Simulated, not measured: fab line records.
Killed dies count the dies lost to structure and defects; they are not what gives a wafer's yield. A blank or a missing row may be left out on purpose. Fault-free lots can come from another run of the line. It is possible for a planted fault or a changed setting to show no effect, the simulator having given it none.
fab line records + flow sfq-line
record
- lots=5
- wafers=15
- last-day=83
route steps=325 shown M4@155 I4@163
lots that met no fault: from a run of the same line without faults
start-h: hours from the record's first day to the start of the lot's first wafer shown + wait-h: time in hours since the lot's previous step + " same as the row above + L1.1+2: a row that stands for several wafers + - no value, or no start given + * or withheld: withheld + < > ~ a bound
route shown NAME@n: names a module that has steps shown in the file, with the first one's number in the route + usual: mean/standard deviation taken from wafers without a fault + same: alike in all rows + chamber/n: place in a boat + sites: per-site readings + _std_site: how widely they spread, as a standard deviation + _edge_site: outer sites' mean less inner sites' + radius-mm: how far each site lies from the wafer's centre + mask NAME#n: copy n + behind: the last tool/chamber to shape the wafer + hold: why the lot was held/for how many hours/how that ended + device: names the non-switching transistor (n, p or np) + end of line: the route-end tests of the same wafers + where a step has no rows: the recipe by itself + killed: dies lost to structure and defects at the first sort, not the wafer's yield + map: a wafer's dies, x killed, . not, _ none there
set.NAME: the setting the step ran with; set.NAME@STEP: the setting that earlier step ran with + model.NAME: the simulator's own value behind a step, which no gauge read
lots at selected steps of the route; one table per step, one row per wafer
services: a tool's chamber out of use, with start hour (start-h, from the record's first day; less than 0 if before it), hours out, and reason
## steps
# step SFQ_TRILAYER_M4_LITHO_EXPOSE_094
# recipe
- mask-id=M4
- na=0.6
- source-shape=conventional
- sigma-outer=0.65
- target-cd-nm=500
- dose-mj=14.4
# step SFQ_TRILAYER_M4_LITHO_PEB_096
# recipe
- peb-temp-c=115
- peb-time-s=60
- resist=KrF
# step SFQ_TRILAYER_M4_LITHO_DEVELOP_095
# recipe
- time-s=60
- resist=KrF
# step SFQ_M4_OVL_MEAS_926
# usual
- M4_OVL=3/4.7
| lot.wafer | tool       | chamber | start-h | wait-h | M4_OVL[nm] |
|-----------|------------|---------|---------|--------|------------|
| L467.1    | overlay-01 | -       | 958.53  | 0.1    | 1          |
| L467.3    | "          | -       | "       | "      | 7          |
| L467.4    | "          | -       | "       | "      | 3          |
| L473.2    | overlay-01 | -       | 1075.04 | 0.1    | 11         |
| L473.3    | "          | -       | "       | "      | 8          |
| L473.4    | "          | -       | "       | "      | 8          |
| L481.1    | overlay-02 | -       | 1135.03 | 0.1    | 3          |
| L481.2    | "          | -       | "       | "      | 3          |
| L481.5    | "          | -       | "       | "      | 4          |
| L487.1    | overlay-02 | -       | 1190.28 | 0.1    | 4          |
| L487.2    | "          | -       | "       | "      | 0          |
| L487.6    | "          | -       | "       | "      | 7          |
| L488.3    | overlay-01 | -       | 1192.70 | 0.1    | 2          |
| L488.4    | "          | -       | "       | "      | -2         |
| L488.5    | "          | -       | "       | "      | 0          |
# step SFQ_TRILAYER_M4_BARC_OPEN_METAL_ETCH_123
# recipe
- mask-material=PR
- chemistry=O2
- target-depth-nm=125
- target=BARC
- icp-w=600
- bias-w=80
- pressure-mtorr=10
- time-s=41.7
# usual
- drypump-motor-current-A=5.6/0.42
- oes-product-au=0.685/0.0051
| lot.wafer | tool         | chamber | start-h | wait-h | drypump-motor-current-A | oes-product-au | rf-hours-counter-h |
|-----------|--------------|---------|---------|--------|-------------------------|----------------|--------------------|
| L467.1    | rie-metal-04 | 1       | 958.57  | 0.0    | 5.3                     | 0.695          | 96                 |
| L467.3    | "            | 1       | "       | "      | 5.3                     | 0.694          | -                  |
| L467.4    | "            | 0       | "       | "      | 6.2                     | 0.680          | -                  |
| L473.2    | rie-metal-01 | 0       | 1075.09 | 0.0    | 5.3                     | 0.684          | -                  |
| L473.3    | "            | 0       | "       | "      | 5.3                     | 0.689          | -                  |
| L473.4    | "            | 0       | "       | "      | 5.3                     | 0.676          | -                  |
| L481.1    | rie-metal-04 | 0       | 1135.07 | 0.0    | 6.2                     | 0.688          | 114                |
| L481.2    | "            | 1       | "       | "      | 5.3                     | 0.687          | 123                |
| L481.5    | "            | 1       | "       | "      | 5.3                     | 0.684          | -                  |
| L487.1    | rie-metal-01 | 1       | 1190.32 | 0.0    | 5.7                     | 0.680          | 16                 |
| L487.2    | "            | 0       | "       | "      | 5.3                     | 0.690          | 43                 |
| L487.6    | "            | 1       | "       | "      | 5.6                     | 0.686          | -                  |
| L488.3    | rie-metal-01 | 0       | 1192.74 | 0.0    | 5.3                     | 0.682          | -                  |
| L488.4    | "            | 1       | "       | "      | 5.6                     | 0.687          | -                  |
| L488.5    | "            | 0       | "       | "      | 5.3                     | 0.683          | -                  |
# step SFQ_TRILAYER_M4_ETCH_METAL_ETCH_096
# recipe
- target=Nb
- stop-on=SiO2
- mask-material=PR
- chemistry=Cl2/Ar
- target-depth-nm=240
- icp-w=600
- bias-w=80
- pressure-mtorr=10
- time-s=120
# usual
- drypump-motor-current-A=5.6/0.42
- oes-product-au=0.893/0.0065
| lot.wafer | tool         | chamber | start-h | wait-h | drypump-motor-current-A | oes-product-au | rf-hours-counter-h |
|-----------|--------------|---------|---------|--------|-------------------------|----------------|--------------------|
| L467.1    | rie-metal-04 | 1       | 958.63  | 0.0    | 5.3                     | 0.890          | 96                 |
| L467.3    | "            | 1       | "       | "      | 5.3                     | 0.890          | -                  |
| L467.4    | "            | 0       | "       | "      | 6.2                     | 0.906          | -                  |
| L473.2    | rie-metal-01 | 0       | 1075.24 | 0.1    | 5.3                     | 0.898          | -                  |
| L473.3    | "            | 0       | "       | "      | 5.3                     | 0.884          | -                  |
| L473.4    | "            | 0       | "       | "      | 5.3                     | 0.902          | -                  |
| L481.1    | rie-metal-04 | 0       | 1135.13 | 0.0    | 6.2                     | 0.885          | 114                |
| L481.2    | "            | 1       | "       | "      | 5.3                     | 0.887          | 123                |
| L481.5    | "            | 1       | "       | "      | 5.3                     | 0.886          | -                  |
| L487.1    | rie-metal-01 | 1       | 1190.38 | 0.0    | 5.7                     | 0.896          | 16                 |
| L487.2    | "            | 0       | "       | "      | 5.3                     | 0.893          | 43                 |
| L487.6    | "            | 1       | "       | "      | 5.7                     | 0.892          | -                  |
| L488.3    | rie-metal-01 | 0       | 1192.82 | 0.1    | 5.3                     | 0.891          | -                  |
| L488.4    | "            | 1       | "       | "      | 5.7                     | 0.885          | -                  |
| L488.5    | "            | 0       | "       | "      | 5.3                     | 0.898          | -                  |
# step SFQ_TRILAYER_M4_STRIP_STRIP_097
# recipe
- gas=O2
- power-w=200
- platen-temp-c=40
- overash-fraction=0.65
- chemistry=O2
- pressure-mtorr=50
# step SFQ_TRILAYER_M4_STRIP_SOLV_CLEAN_098
# recipe
- chemistry=NMP
- temp-c=70
- time-s=600
# step SFQ_TRILAYER_I4_DEP_PECVD_099
# recipe
- material=SiO2
- temp-c=150
- time-s=111.11
- pressure-torr=2.4
- rf-w=183.3
- precursor=SiH4/N2O
- target-thk-nm=500
# usual
- heater-power-w=79/14
- throttle-valve-pct=24.4/1.2
| lot.wafer | tool     | chamber | start-h | wait-h | heater-power-w | throttle-valve-pct |
|-----------|----------|---------|---------|--------|----------------|--------------------|
| L467.1    | pecvd-04 | 2       | 959.53  | 0.0    | 79             | 26.8               |
| L467.3    | "        | 0       | "       | "      | 66             | 24.5               |
| L467.4    | "        | 2       | "       | "      | 80             | 26.7               |
| L473.2    | pecvd-04 | 2       | 1076.82 | 0.0    | 68             | 26.8               |
| L473.3    | "        | 1       | "       | "      | 89             | 24.1               |
| L473.4    | "        | 0       | "       | "      | 64             | 24.3               |
| L481.1    | pecvd-01 | 2       | 1136.03 | 0.0    | 61             | 25.5               |
| L481.2    | "        | 0       | "       | "      | 98             | 24.6               |
| L481.5    | "        | 2       | "       | "      | 48             | 25.5               |
| L487.1    | pecvd-01 | 2       | 1191.28 | 0.0    | 56             | 25.5               |
| L487.2    | "        | 0       | "       | "      | 99             | 24.6               |
| L487.6    | "        | 2       | "       | "      | 59             | 25.8               |
| L488.3    | pecvd-04 | 0       | 1193.71 | 0.0    | 73             | 24.7               |
| L488.4    | "        | 2       | "       | "      | 78             | 26.7               |
| L488.5    | "        | 0       | "       | "      | 75             | 24.8               |
# step SFQ_TRILAYER_I4_CMP_CMP_100
# recipe
- material=SiO2
- down-force-psi=3
- platen-rpm=60
- pad-velocity-m-s=0.94248
# usual
- motor-current-A=10.7/0.64
- time-to-endpoint-s=217/6.4
| lot.wafer | tool   | chamber | start-h | wait-h | motor-current-A | time-to-endpoint-s |
|-----------|--------|---------|---------|--------|-----------------|--------------------|
| L467.3    | cmp-01 | 1       | 959.61  | 0.0    | 10.6            | 216                |
| L467.4    | "      | 2       | "       | "      | 10.8            | 226                |
| L467.1    | "      | 3       | "       | "      | 10.5            | 218                |
| L473.3    | cmp-02 | 3       | 1077.31 | 0.5    | 11.4            | 220                |
| L473.2    | "      | 1       | 1078.31 | 1.5    | 9.8             | 211                |
| L473.4    | "      | 2       | "       | "      | 12.1            | 226                |
| L481.2    | cmp-02 | 1       | 1137.76 | 1.7    | 10.3            | 215                |
| L481.1    | "      | 2       | "       | "      | 12.3            | 220                |
| L481.5    | "      | 1       | 1139.76 | 3.7    | 10.0            | 237                |
| L487.1    | cmp-02 | 2       | 1198.94 | 7.6    | 11.9            | 221                |
| L487.2    | "      | 1       | 1200.44 | 9.1    | 10.8            | 219                |
| L487.6    | "      | 2       | "       | "      | 11.4            | 223                |
| L488.3    | cmp-01 | 3       | 1200.62 | 6.9    | 11.3            | 215                |
| L488.4    | "      | 1       | 1201.62 | 7.8    | 10.4            | 216                |
| L488.5    | "      | 2       | "       | "      | 10.5            | 222                |
# step SFQ_I4_BOW_MEAS_927
# recipe
- mode=bow
# usual
- I4_BOW=3/7.8
| lot.wafer | tool          | chamber | start-h | wait-h | I4_BOW[um] |
|-----------|---------------|---------|---------|--------|------------|
| L467.1    | film-metro-01 | -       | 962.61  | 1.5    | -3         |
| L467.3    | "             | -       | "       | "      | 1          |
| L467.4    | "             | -       | "       | "      | -2         |
| L473.2    | film-metro-01 | -       | 1080.33 | 1.5    | 4          |
| L473.3    | "             | -       | "       | "      | -3         |
| L473.4    | "             | -       | "       | "      | -9         |
| L481.1    | film-metro-01 | -       | 1140.76 | 2.0    | 15         |
| L481.2    | "             | -       | "       | "      | 2          |
| L481.5    | "             | -       | "       | "      | 5          |
| L487.1    | film-metro-03 | -       | 1201.94 | 2.5    | -16        |
| L487.2    | "             | -       | "       | "      | 5          |
| L487.6    | "             | -       | "       | "      | -4         |
| L488.3    | film-metro-01 | -       | 1203.16 | 2.0    | 5          |
| L488.4    | "             | -       | "       | "      | -12        |
| L488.5    | "             | -       | "       | "      | -2         |
# step SFQ_TRILAYER_I4_METRO_MEASURE_101
# step SFQ_TRILAYER_I4_VIA_LITHO_COAT_108
# recipe
- resist=BARC
- spin-rpm=3000
- resist-thk-nm=62
| lot.wafer | tool           | chamber | start-h | wait-h | model.BARC_of_TRILAYER_I4_VIA_LITHO_COAT_108.thk-nm |
|-----------|----------------|---------|---------|--------|-----------------------------------------------------|
| L467.1    | litho-track-03 | 0       | 963.93  | 1.0    | 61.54                                               |
| L467.3    | "              | 0       | "       | "      | 61.66                                               |
| L467.4    | "              | 0       | "       | "      | 61.76                                               |
| L473.2    | litho-track-01 | 0       | 1081.68 | 0.8    | 61.89                                               |
| L473.3    | "              | 0       | "       | "      | 62.11                                               |
| L473.4    | "              | 0       | "       | "      | 61.92                                               |
| L481.1    | litho-track-01 | 0       | 1142.08 | 1.0    | 59.71                                               |
| L481.2    | "              | 0       | "       | "      | 59.82                                               |
| L481.5    | "              | 0       | "       | "      | 59.64                                               |
| L487.1    | litho-track-03 | 0       | 1203.26 | 1.0    | 61.91                                               |
| L487.2    | "              | 0       | "       | "      | 62.16                                               |
| L487.6    | "              | 0       | "       | "      | 62.08                                               |
| L488.3    | litho-track-02 | 0       | 1204.54 | 0.7    | 61.73                                               |
| L488.4    | "              | 0       | "       | "      | 61.78                                               |
| L488.5    | "              | 0       | "       | "      | 61.81                                               |
# step SFQ_TRILAYER_I4_VIA_LITHO_COAT_103
# recipe
- resist=KrF
- spin-rpm=3000
- resist-thk-nm=650
# step SFQ_TRILAYER_I4_VIA_LITHO_SOFTBAKE_107
# recipe
- temp-c=withheld
- time-s=withheld
- resist=KrF
# step SFQ_TRILAYER_I4_VIA_LITHO_EXPOSE_104
# recipe
- mask-id=I4
- na=0.6
- source-shape=conventional
- sigma-outer=0.65
- target-cd-nm=700
- dose-mj=21.3
# step SFQ_TRILAYER_I4_VIA_LITHO_PEB_106
# recipe
- peb-temp-c=115
- peb-time-s=60
- resist=KrF
# step SFQ_TRILAYER_I4_VIA_LITHO_DEVELOP_105
# recipe
- time-s=60
- resist=KrF
# step SFQ_I4_OVL_MEAS_928
# usual
- I4_OVL=-2/5.4
| lot.wafer | tool       | chamber | start-h | wait-h | I4_OVL[nm] |
|-----------|------------|---------|---------|--------|------------|
| L467.1    | overlay-02 | -       | 1107.28 | 0.1    | 7          |
| L467.3    | "          | -       | "       | "      | 5          |
| L467.4    | "          | -       | "       | "      | 9          |
| L473.2    | overlay-01 | -       | 1222.69 | 0.1    | -5         |
| L473.3    | "          | -       | "       | "      | -8         |
| L473.4    | "          | -       | "       | "      | -6         |
| L481.1    | overlay-01 | -       | 1274.68 | 0.1    | 1          |
| L481.2    | "          | -       | "       | "      | -4         |
| L481.5    | "          | -       | "       | "      | -3         |
| L487.1    | overlay-01 | -       | 1323.65 | 0.1    | 2          |
| L487.2    | "          | -       | "       | "      | 2          |
| L487.6    | "          | -       | "       | "      | 4          |
| L488.3    | overlay-02 | -       | 1324.86 | 0.1    | -12        |
| L488.4    | "          | -       | "       | "      | -8         |
| L488.5    | "          | -       | "       | "      | -7         |
# step SFQ_TRILAYER_I4_VIA_BARC_OPEN_VIA_ETCH_146
# recipe
- mask-material=PR
- chemistry=O2
- target-depth-nm=125
- target=BARC
- source-w=500
- bias-w=80
- pressure-mtorr=30
- time-s=41.7
# usual
- drypump-motor-current-A=5.6/0.41
- oes-product-au=0.685/0.0044
| lot.wafer | tool        | chamber | start-h | wait-h | drypump-motor-current-A | oes-product-au | rf-hours-counter-h | model.etch.depth-nm |
|-----------|-------------|---------|---------|--------|-------------------------|----------------|--------------------|---------------------|
| L467.1    | rie-diel-03 | 1       | 1107.32 | 0.0    | 5.6                     | 0.683          | 5                  | 61.54               |
| L467.3    | "           | 3       | "       | "      | 5.7                     | 0.686          | 19                 | 61.66               |
| L467.4    | "           | 1       | "       | "      | 5.5                     | 0.684          | -                  | 61.76               |
| L473.2    | rie-diel-03 | 0       | 1222.72 | 0.0    | 6.3                     | 0.686          | 4                  | 61.89               |
| L473.3    | "           | 3       | "       | "      | 5.8                     | 0.677          | 20                 | 62.11               |
| L473.4    | "           | 2       | "       | "      | 5.4                     | 0.688          | 6                  | 61.92               |
| L481.1    | rie-diel-03 | 0       | 1274.72 | 0.0    | 6.3                     | 0.672          | 6                  | 59.71               |
| L481.2    | "           | 3       | "       | "      | 5.7                     | 0.677          | 21                 | 59.82               |
| L481.5    | "           | 2       | "       | "      | 5.4                     | 0.677          | -                  | 59.64               |
| L487.1    | rie-diel-03 | 1       | 1323.68 | 0.0    | 5.5                     | 0.682          | 9                  | 61.91               |
| L487.2    | "           | 2       | "       | "      | 5.4                     | 0.683          | 8                  | 62.16               |
| L487.6    | "           | 2       | "       | "      | 5.4                     | 0.692          | -                  | 62.08               |
| L488.3    | rie-diel-02 | 3       | 1324.88 | 0.0    | 5.3                     | 0.683          | 4                  | 61.73               |
| L488.4    | "           | 0       | "       | "      | 6.3                     | 0.680          | -                  | 61.78               |
| L488.5    | "           | 1       | "       | "      | 5.1                     | 0.685          | -                  | 61.81               |
# step SFQ_TRILAYER_I4_VIA_ETCH_VIA_ETCH_106
# recipe
- target=SiO2
- stop-on=Nb
- mask-material=PR
- taper-deg=20
- chemistry=CHF3
- target-depth-nm=260
- source-w=500
- bias-w=80
- pressure-mtorr=30
- time-s=withheld
# usual
- drypump-motor-current-A=5.6/0.41
- oes-product-au=0.855/0.0052
| lot.wafer | tool        | chamber | start-h | wait-h | drypump-motor-current-A | oes-product-au |
|-----------|-------------|---------|---------|--------|-------------------------|----------------|
| L467.1    | rie-diel-03 | 1       | 1107.36 | 0.0    | 5.6                     | 0.856          |
| L467.3    | "           | 3       | "       | "      | 5.7                     | 0.859          |
| L467.4    | "           | 1       | "       | "      | 5.6                     | 0.856          |
| L473.2    | rie-diel-03 | 0       | 1222.76 | 0.0    | 6.3                     | 0.844          |
| L473.3    | "           | 3       | "       | "      | 5.7                     | 0.852          |
| L473.4    | "           | 2       | "       | "      | 5.4                     | 0.845          |
| L481.1    | rie-diel-03 | 0       | 1274.76 | 0.0    | 6.3                     | 0.852          |
| L481.2    | "           | 3       | "       | "      | 5.8                     | 0.849          |
| L481.5    | "           | 2       | "       | "      | 5.4                     | 0.857          |
| L487.1    | rie-diel-03 | 1       | 1323.72 | 0.0    | 5.6                     | 0.864          |
| L487.2    | "           | 2       | "       | "      | 5.4                     | 0.857          |
| L487.6    | "           | 2       | "       | "      | 5.4                     | 0.862          |
| L488.3    | rie-diel-02 | 3       | 1324.92 | 0.0    | 5.3                     | 0.851          |
| L488.4    | "           | 0       | "       | "      | 6.3                     | 0.857          |
| L488.5    | "           | 1       | "       | "      | 5.1                     | 0.851          |
## services
| tool         | chamber | start-h | hours | kind   |
|--------------|---------|---------|-------|--------|
| cmp-02       | -       | 947.83  | 0.9   | repair |
| cmp-02       | -       | 948.15  | 0.5   | repair |
| rie-diel-03  | 3       | 948.95  | 7.4   | repair |
| rie-metal-04 | -       | 954.34  | 0.5   | repair |
| rie-metal-04 | -       | 969.99  | 4.4   | repair |
| cmp-02       | -       | 971.22  | 7.9   | pm     |
| rie-metal-04 | 0       | 985.08  | 21.4  | repair |
| cmp-02       | -       | 990.05  | 0.6   | repair |
| cmp-02       | -       | 1034.45 | 1.1   | repair |
| cmp-02       | -       | 1036.69 | 1.2   | repair |
| pecvd-04     | -       | 1062.62 | 0.4   | repair |
| rie-diel-03  | 0       | 1068.17 | 4.1   | repair |
| rie-metal-01 | 1       | 1072.21 | 14.3  | repair |
| cmp-02       | -       | 1091.64 | 4.0   | pm     |
| pecvd-04     | 2       | 1099.63 | 22.5  | repair |
| rie-metal-01 | -       | 1101.60 | 1.4   | pm     |
| rie-diel-03  | 0       | 1105.18 | 4.8   | repair |
| rie-diel-03  | -       | 1110.64 | 2.8   | pm     |
| rie-metal-01 | 1       | 1114.51 | 17.4  | repair |
| cmp-02       | -       | 1136.68 | 1.0   | repair |
| rie-diel-03  | 2       | 1165.10 | 5.6   | repair |
| rie-metal-01 | 1       | 1228.66 | 1.9   | repair |
| rie-metal-01 | -       | 1301.64 | 2.8   | pm     |
| rie-metal-04 | 0       | 1308.62 | 1.9   | repair |
## key
first-sign none at tools or gauges
model-effect
- step=SFQ_TRILAYER_I4_VIA_LITHO_COAT_108
- value=BARC_of_TRILAYER_I4_VIA_LITHO_COAT_108.thk-nm
- without=62.18
- struck=59.73
model-effect
- step=SFQ_TRILAYER_I4_VIA_BARC_OPEN_VIA_ETCH_146
- value=etch.depth-nm
- without=62.18
- struck=59.73
met-at SFQ_TRILAYER_I4_VIA_LITHO_COAT_108
struck-wafers L481.1,L481.2,L481.5
onset-between 1081.68 1142.08
also-fits SFQ_TRILAYER_M4_BARC_OPEN_METAL_ETCH_123:rie-metal-04,SFQ_TRILAYER_M4_ETCH_METAL_ETCH_096:rie-metal-04
fault
- kind=process-parameter-drift
- tool=litho-track-01
- chamber=-
- onset-h=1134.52
- steps=SFQ_TRILAYER_I4_VIA_LITHO_COAT_108
- channel=resist-thk-nm
- offset=-2.4502
- shape=step
- end-h=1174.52
- acts-in=these-recipes-only
- stated=62
